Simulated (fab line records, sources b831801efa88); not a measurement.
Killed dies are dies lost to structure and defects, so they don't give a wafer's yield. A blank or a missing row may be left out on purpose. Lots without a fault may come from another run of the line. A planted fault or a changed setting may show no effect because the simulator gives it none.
Which tool did it? | flow sky130 | 11 lots, 33 wafers sampled, at 5 steps of a route of 708

WHAT THE GAUGES READ, wafer by wafer
SKY_FIELD_ISO_THK_MEAS_04.
lot  | measured    | on            | FIELD_ISO_CVD_03_THK (nm)
L411 | day 1 22:14 | film_metro-02 | 165.5 163.7 164.0
L412 | day 2 04:09 | film_metro-04 | 162.0 163.1 163.8
L413 | day 2 08:11 | film_metro-03 | 165.3 164.4 164.6
L414 | day 2 12:23 | film_metro-03 | 164.2 163.9 164.3
L415 | day 2 16:44 | film_metro-04 | 162.0 161.7 162.1
L418 | day 3 06:37 | film_metro-04 | 154.9 155.2 154.1
L419 | day 3 10:47 | film_metro-02 | 155.1 155.4 154.0
L420 | day 3 15:29 | film_metro-03 | 152.9 153.2 154.6
L421 | day 3 21:56 | film_metro-02 | 151.1 151.4 151.8
L432 | day 6 09:07 | film_metro-02 | 164.8 163.5 163.7
L433 | day 6 13:35 | film_metro-03 | 165.1 163.9 164.1

SKY_CAPM_THK_MEAS_04: measures by xrf.
lot  | measured     | on            | CAPM_TIN_THK (nm)
L411 | day 36 13:17 | film_metro-02 | 201.0 201.5 200.5
L412 | day 36 20:40 | film_metro-01 | 199.8 200.5 200.6
L413 | day 37 06:56 | film_metro-03 | 197.5 194.5 195.0
L414 | day 37 05:34 | film_metro-03 | 200.0 200.7 199.0
L415 | day 37 17:59 | film_metro-03 | 197.2 199.6 200.2
L418 | day 39 03:16 | film_metro-03 | 196.3 197.1 199.3
L419 | day 39 01:26 | film_metro-01 | 195.8 198.2 196.6
L420 | day 39 18:13 | film_metro-01 | 197.5 195.4 195.1
L421 | day 39 14:07 | film_metro-01 | 198.4 198.3 198.6
L432 | day 42 19:37 | film_metro-01 | 199.4 198.8 197.8
L433 | day 42 21:12 | film_metro-01 | 199.5 200.0 198.2

SKY_CAPM_OVL_MEAS_12.
lot  | measured     | on         | CAPM_OVL (nm)
L411 | day 37 15:47 | overlay-01 | 0.6 1.1 1.4
L412 | day 37 21:38 | overlay-02 | -0.1 -1.7 0.7
L413 | day 38 08:59 | overlay-01 | -0.5 0.1 -1.2
L414 | day 38 06:17 | overlay-02 | -1.3 -0.8 -1.2
L415 | day 38 19:05 | overlay-02 | 3.0 -0.5 0.6
L418 | day 40 03:42 | overlay-02 | -1.9 0.0 -0.7
L419 | day 40 01:42 | overlay-01 | 0.7 0.8 0.3
L420 | day 40 18:25 | overlay-01 | 1.4 0.8 1.6
L421 | day 40 14:02 | overlay-02 | 1.8 1.2 0.9
L432 | day 43 18:08 | overlay-01 | 0.1 1.9 1.2
L433 | day 43 19:13 | overlay-02 | 2.3 3.9 0.3

WHICH TOOL RAN EACH LOT (tool, then ch and the chambers of the sampled wafers, then the start)
lot  | SKY_FIELD_ISO_CVD_03       | SKY_FIELD_ISO_ETCH_15
L411 | lpcvd-02 ch 0, day 1 18:13 | rie_diel-01 ch 2,3, day 2 12:44
L412 | lpcvd-02 ch 1, day 2 01:28 | rie_diel-04 ch 0,1,2, day 2 18:35
L413 | lpcvd-02 ch 1, day 2 06:24 | rie_diel-04 ch 0,1, day 2 23:39
L414 | lpcvd-02 ch 0, day 2 10:36 | rie_diel-01 ch 1,3, day 3 04:51
L415 | lpcvd-02 ch 0, day 2 14:57 | rie_diel-04 ch 0,1,3, day 3 08:47
L418 | lpcvd-02 ch 1, day 3 04:50 | rie_diel-01 ch 0,2, day 3 22:51
L419 | lpcvd-02 ch 0, day 3 08:59 | rie_diel-04 ch 0,1,2, day 4 03:11
L420 | lpcvd-02 ch 1, day 3 13:41 | rie_diel-04 ch 1,3, day 4 08:08
L421 | lpcvd-02 ch 0, day 3 20:08 | rie_diel-01 ch 0,2,3, day 4 14:35
L432 | lpcvd-02 ch 0, day 6 06:25 | rie_diel-01 ch 0,2,3, day 7 03:51
L433 | lpcvd-02 ch 0, day 6 10:55 | rie_diel-03 ch 0,2,3, day 7 09:02
- SKY_FIELD_ISO_CVD_03: deposits Si3N4 from DCS/NH3, target thk 165 nm, time 2830 s.
- SKY_FIELD_ISO_ETCH_15: etches the open film in CHF3/O2, stops on Si, target depth 180 nm, time 72 s.

WHAT THE TOOLS THEMSELVES READ (means of the sampled wafers that have a number; where no wafer has one, the mark that the record gives instead)
SKY_FIELD_ISO_CVD_03.
lot  | tool     | pressure_mtorr (mTorr) | susceptor_temp_C (C)
L411 | lpcvd-02 | 249.9                  | 769.9
L412 | lpcvd-02 | 250.7                  | 769.7
L413 | lpcvd-02 | 249.9                  | 769.6
L414 | lpcvd-02 | 250.9                  | 769.5
L415 | lpcvd-02 | 249.9                  | 769.9
L418 | lpcvd-02 | 200.5                  | 770.0
L419 | lpcvd-02 | 199.8                  | 769.6
L420 | lpcvd-02 | 200.1                  | 770.2
L421 | lpcvd-02 | 200.2                  | 770.3
L432 | lpcvd-02 | 249.5                  | 769.8
L433 | lpcvd-02 | 249.6                  | 769.8

SKY_FIELD_ISO_ETCH_15.
lot  | tool        | drypump_motor_current_A (A) | oes_product_au (a.u.) | throttle_valve_pct (%)
L411 | rie_diel-01 | 5.3                         | 0.945                 | 8.844
L412 | rie_diel-04 | 6.0                         | 0.938                 | 8.837
L413 | rie_diel-04 | 6.1                         | 0.943                 | 8.836
L414 | rie_diel-01 | 5.4                         | 0.943                 | 8.847
L415 | rie_diel-04 | 6.1                         | 0.936                 | 8.848
L418 | rie_diel-01 | 5.5                         | 0.916                 | 8.833
L419 | rie_diel-04 | 6.0                         | 0.914                 | 8.830
L420 | rie_diel-04 | 6.0                         | 0.911                 | 8.838
L421 | rie_diel-01 | 5.4                         | 0.898                 | 8.826
L432 | rie_diel-01 | 5.4                         | 0.942                 | 8.842
L433 | rie_diel-03 | 5.5                         | 0.941                 | 8.844

THE ANSWER, worked out from the rows above alone
Rule: what is usual is taken from the lots themselves. Put in order of their means at a reading, lots are off if they are a third of the lots or fewer, leave a main group of 4 or more, and stand apart from it by a gap of 3 or more times the standard deviation of the main group's means; of several such gaps the widest counts. A main group whose means are all the same, to the digits that the tables above print for the reading, isn't used. A lot without any number at a reading at which 4 lots or more have one is off too. The other lots that the step has rows for count as sound. The gauges are gone through in route order, then the tools' own readings, and for those a lot's mean is taken as printed above. The first step at which some lot is off is used, and at that step the reading that is off furthest; a lot without a number counts as furthest.
No lot is off at any reading shown: from this, nothing can be told.

WHAT THE SIMULATOR HAD PUT IN
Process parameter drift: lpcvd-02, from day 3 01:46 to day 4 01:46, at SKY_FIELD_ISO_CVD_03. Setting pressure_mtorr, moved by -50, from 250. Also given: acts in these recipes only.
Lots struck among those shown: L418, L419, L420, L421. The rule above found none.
